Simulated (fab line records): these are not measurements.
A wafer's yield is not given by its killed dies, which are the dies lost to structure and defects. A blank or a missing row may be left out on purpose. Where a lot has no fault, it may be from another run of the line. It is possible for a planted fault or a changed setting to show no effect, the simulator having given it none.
A lot that was struck, set against a sound lot ; flow sfqLine ; 42 out of 325 route steps
Sound: the wafers L408.2, L408.4, L408.6. The struck wafers were L418.4, L418.6. The cause is named last.
Order at every step that has rows: each side's tool, ch and its chambers, its first start. Under that, the readings that differ: sound wafers ; struck wafers ; difference of the means ; sigmas: that difference in standard deviations of wafers without a fault.
alike: same words and numbers on both sides, and readings whose means sit less than 2 such deviations apart. not compared: any withheld reading, any reading some wafer has no value for, any bound like >300 that may hide the same value, and any number with overlapping values for which the record gives no deviation.
A row with sigmas, a row that says differs or no value, or rows on one side alone: a step with any of these is where the two part. Numbers that don't overlap but have no deviation are shown without sigmas and don't part them. A reading that every wafer of one side lacks parts them only if that side has two wafers or more.

first, 6 steps without rows for these wafers: SFQ_TRILAYER_L0_VIA_LITHO_COAT_018 (resist thk 62 nm); SFQ_TRILAYER_L0_VIA_LITHO_COAT_013 (resist thk 650 nm); SFQ_TRILAYER_L0_VIA_LITHO_SOFTBAKE_017; SFQ_TRILAYER_L0_VIA_LITHO_EXPOSE_014 (exposes mask L0V, target cd 700 nm); SFQ_TRILAYER_L0_VIA_LITHO_PEB_016 (peb time 60 s); SFQ_TRILAYER_L0_VIA_LITHO_DEVELOP_015 (time 60 s).
SFQ_L0V_OVL_MEAS_903:
  sound on overlay-01 at day 8 18:59; struck on overlay-01 at day 11 21:52
  alike: L0V_OVL
SFQ_TRILAYER_L0_VIA_BARC_OPEN_VIA_ETCH_021: etches BARC in O2, target depth 125 nm, time 41.7 s.
  sound on rieDiel-01 ch 0,1,3, day 8 19:01; struck on rieDiel-02 ch 2,3, day 11 21:53
  alike: drypumpMotorCurrentA, oesProductAu, rfFwdPowerW
  not compared: rfHoursCounterH
SFQ_TRILAYER_L0_VIA_ETCH_VIA_ETCH_016: etches SiO2 in CHF3, stops on MoNx KI, target depth 80 nm.
  sound on rieDiel-01 ch 0,1,3, day 8 19:04; struck on rieDiel-02 ch 2,3, day 11 21:56
  alike: drypumpMotorCurrentA, oesProductAu, rfFwdPowerW
SFQ_TRILAYER_L0_VIA_STRIP_STRIP_017: strips in O2.
  sound on rieMetal-04 ch 0,1, day 8 19:06; struck on rieMetal-04 ch 0,1, day 11 22:11
  alike: drypumpMotorCurrentA, oesProductAu
  not compared: rfHoursCounterH
then, 2 steps without rows for these wafers: SFQ_TRILAYER_L0_VIA_STRIP_SOLV_CLEAN_018 (cleans in NMP, time 600 s); SFQ_TRILAYER_M0_DEP_PRE_CLEAN_020 (time 15 s).
SFQ_TRILAYER_M0_DEP_SPUTTER_019: material Nb, target thk 200 nm, time 133.3 s.
  sound on pvdSputter-03 at day 8 19:54; struck on pvdSputter-04 at day 11 22:47
reading;sound;struck;difference;sigmas
model.Nb_of_TRILAYER_M0_DEP_SPUTTER_019.thkNm (nm);199.4 197.2 198.3;164.6 163.8;-34.1;
  alike: throttleValvePct
SFQ_M0_RS_MEAS_904: a four-point-probe measurement.
  sound on filmMetro-04 at day 8 20:01; struck on filmMetro-03 at day 11 22:56
reading;sound;struck;difference;sigmas
M0_NB_RS (ohm/sq);0.892 0.902 0.898;1.081 1.088;+0.187;+19
then, 6 steps without rows for these wafers: SFQ_TRILAYER_M0_LITHO_COAT_026 (resist thk 62 nm); SFQ_TRILAYER_M0_LITHO_COAT_021 (resist thk 600 nm); SFQ_TRILAYER_M0_LITHO_SOFTBAKE_025; SFQ_TRILAYER_M0_LITHO_EXPOSE_022 (exposes mask M0, target cd 500 nm); SFQ_TRILAYER_M0_LITHO_PEB_024 (peb time 60 s); SFQ_TRILAYER_M0_LITHO_DEVELOP_023 (time 60 s).
-- the record jumps here: 5 days lie between the struck wafers' starts before and after --
SFQ_M0_OVL_MEAS_906:
  sound on overlay-02 at day 12 20:40; struck on overlay-01 at day 17 08:37
  alike: M0_OVL
then, 1 step without rows for these wafers: SFQ_TRILAYER_M0_BARC_OPEN_METAL_ETCH_031 (etches BARC in O2, target depth 125 nm, time 41.7 s).
SFQ_TRILAYER_M0_ETCH_METAL_ETCH_024: etches Nb in Cl2/Ar, stops on SiO2, target depth 240 nm, time 120 s.
  sound on rieMetal-03 ch 0,1, day 12 20:45; struck on rieMetal-03 ch 0,1, day 17 08:44
reading;sound;struck;difference;sigmas
oesProductAu (a.u.);0.891 0.890 0.888;0.807 0.800;-0.086;-11
  alike: drypumpMotorCurrentA, rfFwdPowerW
  not compared: rfHoursCounterH
SFQ_TRILAYER_M0_STRIP_STRIP_025: strips in O2.
  sound on rieMetal-03 ch 0,1, day 12 20:53; struck on rieMetal-03 ch 0,1, day 17 09:01
  alike: drypumpMotorCurrentA, oesProductAu
  not compared: rfHoursCounterH
then, 3 steps without rows for these wafers: SFQ_TRILAYER_M0_STRIP_SOLV_CLEAN_026 (cleans in NMP, time 600 s); SFQ_TRILAYER_I0_DEP_PECVD_027 (deposits SiO2 from SiH4/N2O, time 111.11 s, target thk 500 nm); SFQ_TRILAYER_I0_CMP_CMP_028 (polishes SiO2).
SFQ_I0_BOW_MEAS_907:
  sound on filmMetro-04 at day 13 00:45; struck on filmMetro-02 at day 17 12:44
  alike: I0_BOW
SFQ_TRILAYER_I0_METRO_MEASURE_029:
  sound on filmMetro-04 at day 13 01:03; struck on filmMetro-02 at day 17 13:23
  alike: thkNm
then, 6 steps without rows for these wafers: SFQ_TRILAYER_I0_VIA_LITHO_COAT_036 (resist thk 62 nm); SFQ_TRILAYER_I0_VIA_LITHO_COAT_031 (resist thk 650 nm); SFQ_TRILAYER_I0_VIA_LITHO_SOFTBAKE_035; SFQ_TRILAYER_I0_VIA_LITHO_EXPOSE_032 (exposes mask I0, target cd 500 nm); SFQ_TRILAYER_I0_VIA_LITHO_PEB_034 (peb time 60 s); SFQ_TRILAYER_I0_VIA_LITHO_DEVELOP_033 (time 60 s).
-- the record jumps here: 7 days lie between the struck wafers' starts before and after --
SFQ_I0_OVL_MEAS_908:
  sound on overlay-02 at day 18 18:19; struck on overlay-02 at day 24 08:02
  alike: I0_OVL
then, 5 steps without rows for these wafers: SFQ_TRILAYER_I0_VIA_BARC_OPEN_VIA_ETCH_046 (etches BARC in O2, target depth 125 nm, time 41.7 s); SFQ_TRILAYER_I0_VIA_ETCH_VIA_ETCH_034 (etches SiO2 in CHF3, stops on Nb, target depth 260 nm); SFQ_TRILAYER_I0_VIA_STRIP_STRIP_035 (strips in O2); SFQ_TRILAYER_I0_VIA_STRIP_SOLV_CLEAN_036 (cleans in NMP, time 600 s); SFQ_TRILAYER_M1_DEP_PRE_CLEAN_038 (time 22.5 s).
-- the record jumps here: 67 days lie between the struck wafers' starts before and after --
SFQ_M8_BOW_MEAS_951:
  sound on filmMetro-04 at day 79 20:47; struck on filmMetro-04 at day 91 07:30
reading;sound;struck;difference;sigmas
model.etest.m0.ohmUm;1.776 1.802 1.781;2.157 2.169;+0.377;
model.etest.m0.ohmSq;0.8924 0.9021 0.8971;1.081 1.086;+0.186;
model.etest.i0.linkOhm;1.985 1.98 1.98;2.182 2.165;+0.192;
  alike: M8_BOW

== WHERE THEY PART ==
First at SFQ_M0_RS_MEAS_904; last, within this record, at SFQ_TRILAYER_M0_ETCH_METAL_ETCH_024. Later steps at which nothing parts them and some readings are alike: SFQ_TRILAYER_M0_STRIP_STRIP_025, SFQ_I0_BOW_MEAS_907, SFQ_TRILAYER_I0_METRO_MEASURE_029, SFQ_I0_OVL_MEAS_908, SFQ_M8_BOW_MEAS_951.

WHY: what had been put in by the simulator
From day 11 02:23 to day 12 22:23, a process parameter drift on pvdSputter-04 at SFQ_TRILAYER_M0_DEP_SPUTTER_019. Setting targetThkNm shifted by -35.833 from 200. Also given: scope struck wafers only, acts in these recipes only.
